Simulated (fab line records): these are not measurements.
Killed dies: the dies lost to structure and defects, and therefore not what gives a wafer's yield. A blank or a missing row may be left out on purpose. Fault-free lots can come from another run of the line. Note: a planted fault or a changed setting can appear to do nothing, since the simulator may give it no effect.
fab line records ; flow gf180mcu ; part 2 of 2: steps 23 to 32 of 32
[record] lots = 5; wafers = 15; last_day = 34
route steps=602 shown V2@394 M3@409
lots with no fault: from the same line, run without faults
start_h: hours from the record's opening day to when the first of the lot's shown wafers began ; wait_h: hours elapsed since this lot's preceding step ; " the same as in the row above ; L1.1+2: several wafers, shown together as one row ; - no value, or no start given ; * or withheld: withheld ; < > ~ a bound
route shown NAME@n: NAME is a module with steps in the file, n the number in the route of the first one ; usual: mean/standard deviation taken from wafers without a fault ; same: alike in all rows ; chamber/n: place in a boat ; sites: each site's reading ; _std_site: the values' standard deviation ; _edge_site: the outer-site mean with the inner-site mean subtracted ; radius_mm: for every site, how far away it sits from the centre of the wafer ; mask NAME#n: copy n ; behind: tool/chamber where the wafer was last shaped ; hold: why the lot was held/for how many hours/how that ended ; device: whichever transistor did not switch (one of n, p or np) ; end of line: tests of these same wafers at the route's end ; a step without rows: its recipe alone ; killed: not the wafer's yield, but the dies lost to structure and defects at the first sort ; map: dies across one wafer; x = killed, . = not, _ = none there
set.NAME: the setting the step ran with; set.NAME@STEP: the setting that earlier step ran with ; model.NAME: the simulator's own value behind a step, which no gauge read
a table for each step, a row for each wafer; lots at some steps of the route
services: when a tool's chamber went out of use (start_h, in hours from the record's first day, below 0 if earlier), for how many hours, and the reason
[[steps]]
[step GF_M3_DEHYDRATE_07]
[recipe] temp_c = 200; time_s = 60
[usual] resist_line_temp_C = 23.01/0.12
lot.wafer;tool;chamber;start_h;wait_h;resist_line_temp_C
L074.3;litho_track-03;0;471.78;11.0;22.95
L074.4;litho_track-03;0;471.78;11.0;22.93
L074.5;litho_track-03;0;471.78;11.0;23.11
L075.4;litho_track-01;0;486.37;11.9;23.04
L075.5;litho_track-01;0;486.37;11.9;22.93
L075.6;litho_track-01;0;486.37;11.9;23.15
L083.1;litho_track-03;0;561.48;10.0;22.80
L083.4;litho_track-03;0;561.48;10.0;22.76
L083.6;litho_track-03;0;561.48;10.0;22.77
L092.2;litho_track-02;0;624.96;9.5;23.00
L092.3;litho_track-02;0;624.96;9.5;22.82
L092.5;litho_track-02;0;624.96;9.5;22.91
L097.2;litho_track-03;0;656.46;8.9;23.03
L097.5;litho_track-03;0;656.46;8.9;23.01
L097.6;litho_track-03;0;656.46;8.9;22.89
[step GF_M3_HMDS_08]
[recipe] prime_time_s = 60; prime_temp_c = 120
[usual] resist_line_temp_C = 22.99/0.098
lot.wafer;tool;chamber;start_h;wait_h;resist_line_temp_C
L074.3;litho_track-03;0;471.93;0.1;22.99
L074.4;litho_track-03;0;471.93;0.1;23.01
L074.5;litho_track-03;0;471.93;0.1;23.02
L075.4;litho_track-01;0;486.52;0.1;22.84
L075.5;litho_track-01;0;486.52;0.1;23.08
L075.6;litho_track-01;0;486.52;0.1;23.00
L083.1;litho_track-03;0;561.63;0.1;22.93
L083.4;litho_track-03;0;561.63;0.1;22.90
L083.6;litho_track-03;0;561.63;0.1;22.97
L092.2;litho_track-02;0;625.11;0.1;22.82
L092.3;litho_track-02;0;625.11;0.1;22.85
L092.5;litho_track-02;0;625.11;0.1;22.86
L097.2;litho_track-03;0;656.61;0.1;23.22
L097.5;litho_track-03;0;656.61;0.1;22.98
L097.6;litho_track-03;0;656.61;0.1;22.99
[step GF_M3_COAT_09]
[recipe] resist = KrF; spin_rpm = withheld; resist_thk_nm = 1000
[usual] resist_line_temp_C = 22.99/0.11
lot.wafer;tool;chamber;start_h;wait_h;resist_line_temp_C
L074.3;litho_track-03;0;472.08;0.1;23.09
L074.4;litho_track-03;0;472.08;0.1;22.97
L074.5;litho_track-03;0;472.08;0.1;23.07
L075.4;litho_track-01;0;486.67;0.1;23.06
L075.5;litho_track-01;0;486.67;0.1;23.03
L075.6;litho_track-01;0;486.67;0.1;23.19
L083.1;litho_track-03;0;561.78;0.1;22.76
L083.4;litho_track-03;0;561.78;0.1;22.64
L083.6;litho_track-03;0;561.78;0.1;22.77
L092.2;litho_track-02;0;625.26;0.1;23.00
L092.3;litho_track-02;0;625.26;0.1;22.86
L092.5;litho_track-02;0;625.26;0.1;23.07
L097.2;litho_track-03;0;656.76;0.1;23.06
L097.5;litho_track-03;0;656.76;0.1;22.85
L097.6;litho_track-03;0;656.76;0.1;22.98
[step GF_M3_SOFTBAKE_10]
[recipe] temp_c = 130; time_s = 60; resist = KrF
[usual] resist_line_temp_C = 23.01/0.1
lot.wafer;tool;chamber;start_h;wait_h;resist_line_temp_C
L074.3;litho_track-03;0;472.23;0.1;23.02
L074.4;litho_track-03;0;472.23;0.1;22.85
L074.5;litho_track-03;0;472.23;0.1;22.85
L075.4;litho_track-01;0;486.82;0.1;22.99
L075.5;litho_track-01;0;486.82;0.1;23.06
L075.6;litho_track-01;0;486.82;0.1;22.98
L083.1;litho_track-03;0;561.93;0.1;23.01
L083.4;litho_track-03;0;561.93;0.1;23.17
L083.6;litho_track-03;0;561.93;0.1;23.08
L092.2;litho_track-02;0;625.41;0.1;22.84
L092.3;litho_track-02;0;625.41;0.1;23.10
L092.5;litho_track-02;0;625.41;0.1;22.98
L097.2;litho_track-03;0;656.91;0.1;23.11
L097.5;litho_track-03;0;656.91;0.1;23.00
L097.6;litho_track-03;0;656.91;0.1;22.89
[step GF_M3_EXPOSE_11]
[recipe] mask_id = Metal3; target_cd_nm = 280; na = 0.68; source_shape = conventional; sigma_outer = 0.6; dose_mj = 28
[same] sigma_outer = 0.6
lot.wafer;tool;chamber;start_h;wait_h;mask
L074.3+4+5;krf_scanner-02;0;-;-;Metal3#0
L075.4+5+6;krf_scanner-02;0;-;-;Metal3#0
L083.1+4+6;krf_scanner-01;0;-;-;Metal3#0
L092.2+3+5;krf_scanner-02;0;-;-;Metal3#0
L097.2+5+6;krf_scanner-02;0;-;-;Metal3#0
[step GF_M3_PEB_12]
[recipe] peb_temp_c = 135; peb_time_s = 90; resist = KrF
[usual] resist_line_temp_C = 22.99/0.13
lot.wafer;tool;chamber;start_h;wait_h;resist_line_temp_C
L074.3;litho_track-01;0;-;-;23.08
L074.4;litho_track-01;0;-;-;23.11
L074.5;litho_track-01;0;-;-;22.98
L075.4;litho_track-01;0;-;-;23.04
L075.5;litho_track-01;0;-;-;23.03
L075.6;litho_track-01;0;-;-;23.06
L083.1;litho_track-01;0;-;-;22.98
L083.4;litho_track-01;0;-;-;22.99
L083.6;litho_track-01;0;-;-;23.02
L092.2;litho_track-03;0;-;-;23.01
L092.3;litho_track-03;0;-;-;23.03
L092.5;litho_track-03;0;-;-;23.07
L097.2;litho_track-03;0;-;-;22.85
L097.5;litho_track-03;0;-;-;22.67
L097.6;litho_track-03;0;-;-;22.73
[step GF_M3_DEVELOP_13]
[recipe] develop_time_s = 60; dev_temp_c = 21
[usual] resist_line_temp_C = 22.99/0.11
lot.wafer;tool;chamber;start_h;wait_h;resist_line_temp_C
L074.3;litho_track-01;0;483.99;0.1;22.86
L074.4;litho_track-01;0;483.99;0.1;23.02
L074.5;litho_track-01;0;483.99;0.1;23.08
L075.4;litho_track-01;0;498.37;0.1;22.98
L075.5;litho_track-01;0;498.37;0.1;23.02
L075.6;litho_track-01;0;498.37;0.1;22.98
L083.1;litho_track-01;0;572.79;0.2;22.95
L083.4;litho_track-01;0;572.79;0.2;22.97
L083.6;litho_track-01;0;572.79;0.2;22.81
L092.2;litho_track-03;0;635.51;0.2;22.82
L092.3;litho_track-03;0;635.51;0.2;22.97
L092.5;litho_track-03;0;635.51;0.2;22.88
L097.2;litho_track-03;0;665.81;0.2;23.23
L097.5;litho_track-03;0;665.81;0.2;22.87
L097.6;litho_track-03;0;665.81;0.2;23.03
[step GF_M3_CD_MEAS_14]
[recipe] target_cd_nm = 280
[usual] cd_nm = 279.3/1.4
lot.wafer;tool;chamber;start_h;wait_h;cd_nm
L074.3;cd_sem-01;-;484.13;0.1;282.5
L074.4;cd_sem-01;-;484.13;0.1;281.7
L074.5;cd_sem-01;-;484.13;0.1;281.7
L075.4;cd_sem-01;-;498.50;0.1;279.9
L075.5;cd_sem-01;-;498.50;0.1;279.3
L075.6;cd_sem-01;-;498.50;0.1;281.4
L083.1;cd_sem-02;-;572.94;0.1;279.6
L083.4;cd_sem-02;-;572.94;0.1;278.8
L083.6;cd_sem-02;-;572.94;0.1;279.8
L092.2;cd_sem-01;-;635.65;0.1;278.8
L092.3;cd_sem-01;-;635.65;0.1;277.4
L092.5;cd_sem-01;-;635.65;0.1;279.5
L097.2;cd_sem-02;-;665.95;0.1;281.0
L097.5;cd_sem-02;-;665.95;0.1;281.4
L097.6;cd_sem-02;-;665.95;0.1;280.1
[step GF_M3_OVL_MEAS_15]
[usual] M3_OVL = -4/4.4
lot.wafer;tool;chamber;start_h;wait_h;M3_OVL[nm]
L074.3;overlay-02;-;484.22;0.1;-3
L074.4;overlay-02;-;484.22;0.1;-6
L074.5;overlay-02;-;484.22;0.1;-5
L075.4;overlay-02;-;498.58;0.1;-6
L075.5;overlay-02;-;498.58;0.1;-8
L075.6;overlay-02;-;498.58;0.1;-7
L083.1;overlay-01;-;573.06;0.1;-8
L083.4;overlay-01;-;573.06;0.1;-4
L083.6;overlay-01;-;573.06;0.1;0
L092.2;overlay-01;-;635.76;0.1;-4
L092.3;overlay-01;-;635.76;0.1;-6
L092.5;overlay-01;-;635.76;0.1;-8
L097.2;overlay-01;-;666.06;0.1;-5
L097.5;overlay-01;-;666.06;0.1;-8
L097.6;overlay-01;-;666.06;0.1;-13
[step GF_M3_METAL_ETCH_16]
[recipe] chemistry = Cl2/BCl3; mask_material = KrF; target_depth_nm = 750.8; stop_on = SiO2; pressure_mtorr = 8; icp_w = 800; bias_w = 140; Cl2_flow_sccm = 80; bcl3_flow_sccm = 40; time_s = 125.1
[usual] bcl3_flow_sccm = 39.99/0.12; bias_w = 140.0/0.43; drypump_motor_current_A = 5.8/0.47; oes_product_au = 0.990/0.0054; throttle_valve_pct = 28.229/0.0096
lot.wafer;tool;chamber;start_h;wait_h;bcl3_flow_sccm;bias_w;drypump_motor_current_A;oes_product_au;rf_hours_counter_h;throttle_valve_pct
L074.3;rie_metal-02;0;484.29;0.1;39.99;140.0;5.3;0.992;-;28.223
L074.4;rie_metal-02;1;484.29;0.1;39.83;140.3;5.9;0.998;-;28.218
L074.5;rie_metal-02;0;484.29;0.1;40.06;140.8;5.3;0.981;-;28.228
L075.4;rie_metal-01;1;498.64;0.1;40.05;140.1;6.7;0.998;-;28.218
L075.5;rie_metal-01;0;498.64;0.1;39.95;139.8;5.9;0.993;-;28.226
L075.6;rie_metal-01;1;498.64;0.1;39.96;140.0;6.7;0.991;-;28.229
L083.1;rie_metal-02;0;573.10;0.0;39.88;140.1;5.3;0.985;9;28.237
L083.4;rie_metal-02;0;573.10;0.0;39.87;140.2;5.3;0.988;-;28.231
L083.6;rie_metal-02;0;573.10;0.0;39.86;140.0;5.3;0.986;-;28.236
L092.2;rie_metal-01;0;635.79;0.0;39.90;140.7;5.9;0.988;11;28.223
L092.3;rie_metal-01;1;635.79;0.0;40.02;140.6;6.7;0.999;-;28.227
L092.5;rie_metal-01;0;635.79;0.0;40.15;140.7;5.9;0.991;-;28.232
L097.2;rie_metal-01;0;666.09;0.0;40.10;139.9;5.9;0.986;13;28.218
L097.5;rie_metal-01;0;666.09;0.0;40.17;139.1;5.9;0.995;-;28.217
L097.6;rie_metal-01;1;666.09;0.0;40.13;139.6;6.6;0.996;-;28.222
[[services]]
tool;chamber;start_h;hours;kind
pvd_sputter-01;-;438.60;2.9;repair
krf_scanner-02;-;460.11;0.8;pm
rie_diel-02;2;460.88;5.3;repair
rie_diel-04;-;479.24;3.4;repair
cmp-02;-;499.91;1.3;repair
rie_diel-02;2;503.06;8.0;repair
rie_diel-04;3;508.83;1.5;repair
pvd_sputter-03;-;509.71;2.5;repair
rie_diel-04;2;519.76;6.7;repair
rie_diel-02;2;533.11;3.2;repair
pvd_sputter-01;-;533.63;1.5;repair
pvd_sputter-02;-;535.81;6.8;repair
pvd_sputter-01;-;551.98;7.7;repair
rie_diel-02;-;557.85;0.1;repair
pvd_sputter-02;-;560.63;5.4;repair
pvd_sputter-01;-;570.48;26.4;repair
krf_scanner-02;-;572.31;1.0;pm
wet_bench-01;-;577.38;3.6;repair
cmp-02;-;584.31;2.5;repair
krf_scanner-02;-;586.71;1.3;pm
pvd_sputter-03;-;587.65;2.4;repair
krf_scanner-02;-;612.00;1.6;repair
cmp-02;-;615.49;6.6;pm
pvd_sputter-03;-;664.54;1.5;repair
